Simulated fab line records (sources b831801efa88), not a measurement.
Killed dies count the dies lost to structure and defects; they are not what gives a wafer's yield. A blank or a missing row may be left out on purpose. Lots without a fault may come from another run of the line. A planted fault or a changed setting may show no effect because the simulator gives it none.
A sampling plan put to the test	flow gf180mcu	each of the 55 faults these records tell of, on one fab line, judged from the records of the lots it struck
The plan is the line's own looks: the steps of the route at which a gauge or an inspection reads the wafer and doesn't change it. Where struck wafers have a number at a look and the file lists that look's usual mean and standard deviation on fault-free wafers, the look can be judged. Caught: the struck wafers' mean, at a look after the fault's first step, is 4 or more of those standard deviations (sigma) away from the usual mean. On the tool: the identical test, applied to the tool's own readings at the steps of the fault. If the struck wafers alone have a blank record, or they carry another recipe, that too counts as caught.

== THE FAULTS, as the simulator had put them in ==
1. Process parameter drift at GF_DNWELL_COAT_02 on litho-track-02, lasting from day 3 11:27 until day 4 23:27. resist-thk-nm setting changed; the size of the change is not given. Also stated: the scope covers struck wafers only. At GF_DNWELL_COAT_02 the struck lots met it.
2. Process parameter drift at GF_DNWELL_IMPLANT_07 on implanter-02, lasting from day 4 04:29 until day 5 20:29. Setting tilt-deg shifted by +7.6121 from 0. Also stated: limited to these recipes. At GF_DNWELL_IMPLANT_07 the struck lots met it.
3. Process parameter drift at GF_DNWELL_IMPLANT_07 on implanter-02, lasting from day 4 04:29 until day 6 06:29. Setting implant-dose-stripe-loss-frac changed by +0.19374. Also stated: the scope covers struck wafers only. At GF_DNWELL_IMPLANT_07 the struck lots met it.
4. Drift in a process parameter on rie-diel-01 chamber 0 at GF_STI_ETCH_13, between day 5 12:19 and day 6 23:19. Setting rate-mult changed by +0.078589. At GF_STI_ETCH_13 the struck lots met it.
5. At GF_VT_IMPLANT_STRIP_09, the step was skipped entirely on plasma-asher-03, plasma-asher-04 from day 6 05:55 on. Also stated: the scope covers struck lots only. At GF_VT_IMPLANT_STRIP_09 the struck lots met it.
6. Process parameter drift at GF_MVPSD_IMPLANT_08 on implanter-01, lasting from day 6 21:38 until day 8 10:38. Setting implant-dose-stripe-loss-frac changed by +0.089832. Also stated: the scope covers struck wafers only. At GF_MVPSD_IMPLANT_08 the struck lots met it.
7. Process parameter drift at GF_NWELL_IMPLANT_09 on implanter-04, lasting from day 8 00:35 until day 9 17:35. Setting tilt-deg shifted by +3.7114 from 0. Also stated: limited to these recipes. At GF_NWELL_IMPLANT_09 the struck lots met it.
8. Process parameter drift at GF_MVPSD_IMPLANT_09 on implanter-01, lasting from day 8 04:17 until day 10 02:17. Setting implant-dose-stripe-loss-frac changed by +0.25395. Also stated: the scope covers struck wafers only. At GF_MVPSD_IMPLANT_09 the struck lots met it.
9. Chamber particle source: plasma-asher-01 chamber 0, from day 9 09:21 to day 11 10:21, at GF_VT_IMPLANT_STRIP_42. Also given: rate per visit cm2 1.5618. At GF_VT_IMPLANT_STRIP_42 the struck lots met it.
10. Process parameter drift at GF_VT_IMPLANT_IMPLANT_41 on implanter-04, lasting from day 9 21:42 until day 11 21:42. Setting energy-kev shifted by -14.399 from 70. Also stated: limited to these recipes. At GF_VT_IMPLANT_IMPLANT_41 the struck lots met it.
11. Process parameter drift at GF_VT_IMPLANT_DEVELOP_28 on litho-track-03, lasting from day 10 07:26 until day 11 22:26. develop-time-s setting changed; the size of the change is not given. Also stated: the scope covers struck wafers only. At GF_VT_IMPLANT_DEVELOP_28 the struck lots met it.
12. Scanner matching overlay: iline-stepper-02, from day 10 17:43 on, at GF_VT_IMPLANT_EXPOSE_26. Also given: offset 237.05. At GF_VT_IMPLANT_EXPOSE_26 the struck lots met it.
13. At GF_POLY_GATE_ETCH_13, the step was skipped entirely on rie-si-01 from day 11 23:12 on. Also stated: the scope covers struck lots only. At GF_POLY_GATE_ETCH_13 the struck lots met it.
14. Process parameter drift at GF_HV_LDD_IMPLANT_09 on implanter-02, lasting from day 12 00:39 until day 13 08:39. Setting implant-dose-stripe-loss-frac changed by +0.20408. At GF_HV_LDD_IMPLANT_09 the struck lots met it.
15. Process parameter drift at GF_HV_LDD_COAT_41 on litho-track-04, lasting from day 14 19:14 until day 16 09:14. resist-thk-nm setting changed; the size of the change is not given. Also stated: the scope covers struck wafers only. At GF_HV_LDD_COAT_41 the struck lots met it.
16. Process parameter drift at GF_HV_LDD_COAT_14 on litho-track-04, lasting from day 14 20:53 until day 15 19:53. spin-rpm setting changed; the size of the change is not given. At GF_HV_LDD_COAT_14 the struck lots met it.
17. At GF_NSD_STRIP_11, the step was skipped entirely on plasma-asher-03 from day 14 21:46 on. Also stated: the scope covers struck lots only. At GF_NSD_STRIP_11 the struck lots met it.
18. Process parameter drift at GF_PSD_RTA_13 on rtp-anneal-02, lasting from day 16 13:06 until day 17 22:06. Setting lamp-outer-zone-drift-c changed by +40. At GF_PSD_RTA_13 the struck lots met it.
19. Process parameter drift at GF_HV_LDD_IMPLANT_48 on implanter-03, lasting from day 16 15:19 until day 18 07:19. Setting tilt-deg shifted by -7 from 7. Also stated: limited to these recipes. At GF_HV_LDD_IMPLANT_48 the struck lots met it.
20. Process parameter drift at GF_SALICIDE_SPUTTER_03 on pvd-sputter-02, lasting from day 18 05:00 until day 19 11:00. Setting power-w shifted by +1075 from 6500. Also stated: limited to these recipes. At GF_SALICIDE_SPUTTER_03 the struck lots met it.
21. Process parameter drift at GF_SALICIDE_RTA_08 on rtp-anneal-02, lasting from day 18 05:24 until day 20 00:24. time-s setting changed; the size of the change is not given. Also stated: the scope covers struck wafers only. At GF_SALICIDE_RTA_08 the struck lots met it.
22. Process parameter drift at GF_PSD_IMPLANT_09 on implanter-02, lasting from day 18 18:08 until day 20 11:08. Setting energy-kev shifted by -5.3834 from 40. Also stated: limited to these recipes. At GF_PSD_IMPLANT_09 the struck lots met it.
23. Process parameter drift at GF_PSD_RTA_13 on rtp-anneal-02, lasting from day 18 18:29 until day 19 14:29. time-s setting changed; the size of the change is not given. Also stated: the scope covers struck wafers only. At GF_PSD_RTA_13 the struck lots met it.
24. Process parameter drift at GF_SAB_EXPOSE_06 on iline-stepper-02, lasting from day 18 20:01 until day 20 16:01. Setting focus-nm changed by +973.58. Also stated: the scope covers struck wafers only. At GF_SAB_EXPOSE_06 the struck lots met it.
25. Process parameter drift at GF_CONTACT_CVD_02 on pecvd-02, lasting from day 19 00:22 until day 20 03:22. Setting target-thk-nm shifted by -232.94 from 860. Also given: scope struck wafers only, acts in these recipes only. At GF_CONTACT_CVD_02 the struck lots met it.
26. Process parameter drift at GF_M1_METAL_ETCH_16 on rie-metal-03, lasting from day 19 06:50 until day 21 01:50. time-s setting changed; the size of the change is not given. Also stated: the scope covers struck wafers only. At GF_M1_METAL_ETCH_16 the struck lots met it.
27. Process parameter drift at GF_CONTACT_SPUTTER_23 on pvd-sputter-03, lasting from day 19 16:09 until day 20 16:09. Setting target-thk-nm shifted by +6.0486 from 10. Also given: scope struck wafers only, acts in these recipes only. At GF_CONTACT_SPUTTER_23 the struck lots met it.
28. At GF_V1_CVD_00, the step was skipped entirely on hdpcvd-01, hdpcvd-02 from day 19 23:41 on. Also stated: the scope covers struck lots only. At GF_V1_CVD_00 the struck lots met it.
29. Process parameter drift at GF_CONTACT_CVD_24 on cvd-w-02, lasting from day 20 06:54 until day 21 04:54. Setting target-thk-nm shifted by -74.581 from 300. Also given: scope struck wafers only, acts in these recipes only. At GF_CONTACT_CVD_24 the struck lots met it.
30. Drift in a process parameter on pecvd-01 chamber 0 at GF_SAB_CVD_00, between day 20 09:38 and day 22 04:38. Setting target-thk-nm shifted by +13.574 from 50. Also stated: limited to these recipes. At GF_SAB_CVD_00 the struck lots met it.
31. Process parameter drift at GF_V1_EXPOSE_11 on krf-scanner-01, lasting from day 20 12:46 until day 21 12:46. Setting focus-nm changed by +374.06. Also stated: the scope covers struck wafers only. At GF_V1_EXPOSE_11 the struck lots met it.
32. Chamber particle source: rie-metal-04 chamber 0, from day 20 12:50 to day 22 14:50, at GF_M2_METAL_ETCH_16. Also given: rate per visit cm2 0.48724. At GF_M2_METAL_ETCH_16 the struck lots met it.
33. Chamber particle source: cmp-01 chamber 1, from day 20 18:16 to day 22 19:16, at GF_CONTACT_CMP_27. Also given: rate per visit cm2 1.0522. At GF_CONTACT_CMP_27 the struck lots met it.
34. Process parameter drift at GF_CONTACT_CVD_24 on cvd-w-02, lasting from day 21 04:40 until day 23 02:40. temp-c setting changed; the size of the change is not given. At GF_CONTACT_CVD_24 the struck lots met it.
35. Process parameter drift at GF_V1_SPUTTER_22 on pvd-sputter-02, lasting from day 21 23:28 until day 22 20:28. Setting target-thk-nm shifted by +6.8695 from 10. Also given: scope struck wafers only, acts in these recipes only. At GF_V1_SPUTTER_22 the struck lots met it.
36. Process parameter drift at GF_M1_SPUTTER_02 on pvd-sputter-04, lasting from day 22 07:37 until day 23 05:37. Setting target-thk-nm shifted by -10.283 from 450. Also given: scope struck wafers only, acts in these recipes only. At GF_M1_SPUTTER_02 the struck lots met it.
37. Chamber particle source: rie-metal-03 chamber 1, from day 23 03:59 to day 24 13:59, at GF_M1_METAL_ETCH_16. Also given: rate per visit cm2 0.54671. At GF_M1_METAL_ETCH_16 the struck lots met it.
38. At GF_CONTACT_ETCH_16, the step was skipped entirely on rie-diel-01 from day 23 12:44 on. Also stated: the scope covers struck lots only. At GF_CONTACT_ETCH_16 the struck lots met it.
39. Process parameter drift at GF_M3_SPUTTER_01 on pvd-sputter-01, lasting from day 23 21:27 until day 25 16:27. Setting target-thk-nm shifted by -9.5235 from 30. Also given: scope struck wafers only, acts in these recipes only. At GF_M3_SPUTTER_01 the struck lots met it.
40. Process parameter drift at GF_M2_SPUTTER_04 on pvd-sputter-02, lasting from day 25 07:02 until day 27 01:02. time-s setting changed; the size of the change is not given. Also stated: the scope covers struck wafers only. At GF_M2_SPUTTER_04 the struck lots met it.
41. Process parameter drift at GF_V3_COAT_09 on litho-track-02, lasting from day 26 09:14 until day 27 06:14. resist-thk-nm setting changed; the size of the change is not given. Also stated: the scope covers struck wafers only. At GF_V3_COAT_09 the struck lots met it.
42. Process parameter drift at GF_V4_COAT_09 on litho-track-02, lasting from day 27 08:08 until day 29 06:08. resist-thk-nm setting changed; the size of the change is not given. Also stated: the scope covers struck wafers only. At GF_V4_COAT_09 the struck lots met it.
43. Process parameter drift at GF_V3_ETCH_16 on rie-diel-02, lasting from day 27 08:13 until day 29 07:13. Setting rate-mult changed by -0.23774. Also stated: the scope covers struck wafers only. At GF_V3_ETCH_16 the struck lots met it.
44. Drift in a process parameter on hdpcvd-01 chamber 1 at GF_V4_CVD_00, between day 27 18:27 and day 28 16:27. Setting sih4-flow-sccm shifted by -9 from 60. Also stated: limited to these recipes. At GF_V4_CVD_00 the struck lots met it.
45. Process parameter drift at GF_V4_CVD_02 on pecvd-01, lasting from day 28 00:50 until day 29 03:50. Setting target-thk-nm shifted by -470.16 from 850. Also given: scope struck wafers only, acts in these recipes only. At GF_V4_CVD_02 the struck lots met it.
46. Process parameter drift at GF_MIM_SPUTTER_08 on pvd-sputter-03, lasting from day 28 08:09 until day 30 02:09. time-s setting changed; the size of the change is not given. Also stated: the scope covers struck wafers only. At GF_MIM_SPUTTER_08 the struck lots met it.
47. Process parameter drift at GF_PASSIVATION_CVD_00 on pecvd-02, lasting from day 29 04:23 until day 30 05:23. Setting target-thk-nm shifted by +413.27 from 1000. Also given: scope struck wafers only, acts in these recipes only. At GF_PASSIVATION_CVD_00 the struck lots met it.
48. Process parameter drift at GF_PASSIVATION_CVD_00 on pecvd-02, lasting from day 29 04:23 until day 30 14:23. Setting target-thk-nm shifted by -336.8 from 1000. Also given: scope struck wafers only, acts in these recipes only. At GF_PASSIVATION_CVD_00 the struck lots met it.
49. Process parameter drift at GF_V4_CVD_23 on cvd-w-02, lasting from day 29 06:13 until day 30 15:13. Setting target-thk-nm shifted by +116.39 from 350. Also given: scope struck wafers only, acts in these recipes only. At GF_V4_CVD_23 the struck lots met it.
50. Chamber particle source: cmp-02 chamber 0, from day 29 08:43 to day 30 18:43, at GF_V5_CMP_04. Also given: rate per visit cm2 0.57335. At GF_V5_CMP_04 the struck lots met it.
51. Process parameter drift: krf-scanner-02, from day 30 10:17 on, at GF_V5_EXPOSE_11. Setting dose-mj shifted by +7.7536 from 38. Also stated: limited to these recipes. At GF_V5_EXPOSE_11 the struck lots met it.
52. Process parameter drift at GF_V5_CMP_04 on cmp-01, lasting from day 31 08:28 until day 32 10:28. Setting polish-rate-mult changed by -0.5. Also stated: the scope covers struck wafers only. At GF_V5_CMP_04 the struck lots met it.
53. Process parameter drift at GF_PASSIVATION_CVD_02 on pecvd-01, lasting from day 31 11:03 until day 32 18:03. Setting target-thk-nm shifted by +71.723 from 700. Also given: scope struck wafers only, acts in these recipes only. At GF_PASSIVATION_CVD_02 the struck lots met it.
54. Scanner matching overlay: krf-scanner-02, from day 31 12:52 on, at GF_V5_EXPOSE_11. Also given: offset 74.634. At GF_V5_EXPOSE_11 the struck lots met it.
55. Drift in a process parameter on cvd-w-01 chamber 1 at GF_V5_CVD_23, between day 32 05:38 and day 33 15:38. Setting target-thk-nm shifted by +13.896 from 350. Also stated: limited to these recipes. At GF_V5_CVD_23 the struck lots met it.

== WHAT THE PLAN SAW ==
fault	on the tool itself	first look that catches it	reading, sigma	median hours from its first step to that look	hours from the fault's start to the first struck lot there	judged looks passed uncaught
1	no reading that can be judged	GF_NWELL_TW_MEAS_11	NWELL_TW +35	20.9	24	0
2	tilt-deg +99 or beyond sigma	GF_DNWELL_TW_MEAS_09	DNWELL_TW +14	0.2	3	0
3	under 2 sigma	GF_DNWELL_TW_MEAS_09	DNWELL_TW -5.8	0.2	3	0
4	under 2 sigma	not the one look that can be judged after it	-	-	-	1
5	the tool's record is blank for the struck wafers	GF_VT_IMPLANT_TW_MEAS_21	VT_IMPLANT_2_TW -99 or beyond	15.5	18	0
6	under 2 sigma	GF_VT_IMPLANT_RS_MEAS_49	MVPSD_RS +12	67.4	71	1
7	tilt-deg +99 or beyond sigma	GF_VT_IMPLANT_RS_MEAS_47	NWELL_RS -9.0	131.4	136	1
8	under 2 sigma	GF_VT_IMPLANT_RS_MEAS_49	MVPSD_RS +12	75.1	80	0
9	under 2 sigma	no look after it can be judged	-	-	-	0
10	beam-energy-keV -99 or beyond sigma	GF_VT_IMPLANT_TW_MEAS_43	VT_IMPLANT_4_TW -8.2	0.2	2	0
11	no reading that can be judged	GF_VT_IMPLANT_TW_MEAS_32	VT_IMPLANT_3_TW -99 or beyond	0.4	5	0
12	under 2 sigma	GF_VT_IMPLANT_OVL_MEAS_29	VT_IMPLANT_02_OVL +99 or beyond	9.3	11	0
13	the tool's record is blank for the struck wafers	no look after it can be judged	-	-	-	0
14	no reading that can be judged	GF_HV_LDD_TW_MEAS_11	HV_LDD_TW -6.3	0.2	4	0
15	under 2 sigma	GF_HV_LDD_CD_MEAS_46	cd-nm +9.7	11.2	38	0
16	spin-speed-rpm +99 or beyond sigma	no look after it can be judged	-	-	-	0
17	the tool's record is blank for the struck wafers	GF_PSD_TW_MEAS_11	PSD_TW -99 or beyond	22.3	29	0
18	under 2 sigma	GF_PSD_RS_MEAS_14	NSD_RS -39	0.1	3	0
19	tilt-deg -99 or beyond sigma	GF_HV_LDD_TW_MEAS_50	HV_LDD_4_TW -23	0.2	6	0
20	cathode-dc-power-W +99 or beyond sigma	GF_SALICIDE_THK_MEAS_05	SALICIDE_TIN_THK +16	0.2	4	1
21	run-length-s +99 or beyond sigma	no look after it can be judged	-	-	-	0
22	beam-energy-keV -99 or beyond sigma	GF_PSD_TW_MEAS_11	PSD_TW -5.7	0.2	6	0
23	run-length-s +62 sigma	GF_PSD_RS_MEAS_14	NSD_RS -25	0.1	6	0
24	no reading that can be judged	GF_SAB_CD_MEAS_09	cd-nm -55	12.0	17	0
25	under 2 sigma	GF_CONTACT_THK_MEAS_03	CONTACT_CVD_02_THK -21	0.1	4	0
26	run-length-s -26 sigma	none of the 2 looks that can be judged after it	-	-	-	2
27	under 2 sigma	no look after it can be judged	-	-	-	0
28	the tool's record is blank for the struck wafers	not the one look that can be judged after it	strongest: V1_BOW at GF_V1_BOW_MEAS_05, -3.6	-	-	1
29	under 2 sigma	GF_CONTACT_RS_MEAS_25	CONTACT_W_RS +24	0.1	9	0
30	under 2 sigma	GF_SAB_THK_MEAS_01	SAB_CVD_00_THK +23	0.0	17	0
31	under 2 sigma	GF_V1_CD_MEAS_14	cd-nm +4.8	11.8	16	0
32	under 2 sigma	no look after it can be judged	-	-	-	0
33	under 2 sigma	none of the 3 looks that can be judged after it	-	-	-	3
34	susceptor-temp-C -35 sigma	GF_CONTACT_RS_MEAS_25	CONTACT_W_RS +11	0.1	2	0
35	under 2 sigma	not the one look that can be judged after it	strongest: V1_W_RS at GF_V1_RS_MEAS_24, -2.5	-	-	1
36	under 2 sigma	none of the 4 looks that can be judged after it	strongest: M1_ALCU_RS at GF_M1_RS_MEAS_05, +2.9	-	-	4
37	under 2 sigma	none of the 2 looks that can be judged after it	-	-	-	2
38	the tool's record is blank for the struck wafers	no look after it can be judged	-	-	-	0
39	under 2 sigma	none of the 2 looks that can be judged after it	-	-	-	2
40	under 2 sigma	none of the 7 looks that can be judged after it	strongest: M2_ALCU_THK at GF_M2_THK_MEAS_06, -2.0	-	-	7
41	no reading that can be judged	GF_V3_CD_MEAS_14	cd-nm +4.7	11.1	16	0
42	under 2 sigma	no look after it can be judged	-	-	-	0
43	only faintly: oes-product-au -2.7 sigma	no look after it can be judged	-	-	-	0
44	sih4-flow-sccm -56 sigma	GF_V4_THK_MEAS_01	V4_CVD_00_THK -11	0.1	6	0
45	under 2 sigma	GF_V4_THK_MEAS_03	V4_CVD_02_THK -43	0.1	1	0
46	under 2 sigma	GF_MIM_RS_MEAS_10	MIM_ALCU_RS +11	0.1	3	0
47	under 2 sigma	GF_PASSIVATION_THK_MEAS_01	PASSIVATION_CVD_00_THK +33	0.1	3	0
48	under 2 sigma	GF_PASSIVATION_THK_MEAS_01	PASSIVATION_CVD_00_THK -28	0.1	3	0
49	only faintly: susceptor-temp-C +2.2 sigma	GF_V4_RS_MEAS_24	V4_W_RS -22	0.1	8	0
50	under 2 sigma	not the one look that can be judged after it	-	-	-	1
51	exposure-dose-mJ-cm2 +99 or beyond sigma	GF_V5_CD_MEAS_14	cd-nm +19	8.3	20	0
52	under 2 sigma	not the one look that can be judged after it	-	-	-	1
53	under 2 sigma	GF_PASSIVATION_THK_MEAS_03	PASSIVATION_CVD_02_THK +8.1	0.2	16	0
54	under 2 sigma	GF_V5_OVL_MEAS_15	V5_OVL +17	8.0	23	0
55	under 2 sigma	not the one look that can be judged after it	strongest: V5_W_RS at GF_V5_RS_MEAS_24, -3.0	-	-	1
A dash: the fault is not caught, or the number is missing from these records.

Caught at a look: 34 of 55. Caught on the tool: 18 of 55. By one or the other: 40 of 55.
Faults caught by the tool alone: 13, 16, 21, 26, 28, 38.
Caught at a look alone: faults 1, 3, 6, 8, 11, 12, 14, 15, 18, 24, 25, 29, 30, 31, 41, 45, 46, 47, 48, 49, 53, 54.
Caught by neither: faults 4, 9, 27, 32, 33, 35, 36, 37, 39, 40, 42, 43, 50, 52, 55.

== THINNER SAMPLING ==
Were the look that catches a fault to measure just every second or every third lot (counted by lot number), the first struck lot would, at worst, be measured this late:
fault	struck lots at that look, in order of time	every lot	every second lot	every third lot
1	L386, L387, L390	24 h	28 h	may miss all 3
2	L832, L836	3 h	may miss all 2	may miss all 2
3	L650, L654	3 h	may miss all 2	may miss all 2
5	L897, L898	18 h	24 h	may miss all 2
6	L207, L209	71 h	may miss all 2	may miss all 2
7	L723, L724	136 h	148 h	may miss all 2
8	L384, L387, L389	80 h	104 h	may miss all 3
10	L834, L838	2 h	may miss all 2	may miss all 2
11	L332, L333, L334	5 h	10 h	18 h
12	L748, L751, L752	11 h	35 h	may miss all 3
14	L964, L966	4 h	may miss all 2	may miss all 2
15	L507	38 h	may miss it	may miss it
17	L280, L281, L282	29 h	36 h	43 h
18	L888, L889	3 h	13 h	may miss all 2
19	L609, L610, L611	6 h	11 h	22 h
20	L435, L436	4 h	15 h	may miss all 2
22	L111, L112	6 h	10 h	may miss all 2
23	L951, L952	6 h	9 h	may miss all 2
24	L843, L844	17 h	29 h	may miss all 2
25	L588, L589	4 h	14 h	may miss all 2
29	L853	9 h	may miss it	may miss it
30	L721, L722	17 h	24 h	may miss all 2
31	L486, L487, L488	16 h	25 h	34 h
34	L277, L278	2 h	14 h	may miss all 2
41	L508	16 h	may miss it	may miss it
44	L141, L142	6 h	7 h	may miss all 2
45	L564, L565	1 h	12 h	may miss all 2
46	L280, L285	3 h	41 h	may miss all 2
47	L624, L625	3 h	12 h	may miss all 2
48	L635, L636	3 h	12 h	may miss all 2
49	L837	8 h	may miss it	may miss it
51	L687, L692	20 h	50 h	may miss all 2
53	L783, L784, L785	16 h	17 h	27 h
54	L788, L791	23 h	38 h	may miss all 2
Hours count from the start of the fault until the first struck lot that is measured. The test against the limit of 4 sigma pooled every struck wafer, which means one lot taken alone may stay below that limit. Other struck lots may not be in these records.

== THE LONGEST TIMED WAY FROM STEP TO LOOK ==
Fault 7: median gap of 131.4 hours between GF_NWELL_IMPLANT_09 and GF_VT_IMPLANT_RS_MEAS_47. The look between them that can be judged stayed within 4 sigma: GF_NWELL_TW_MEAS_11.
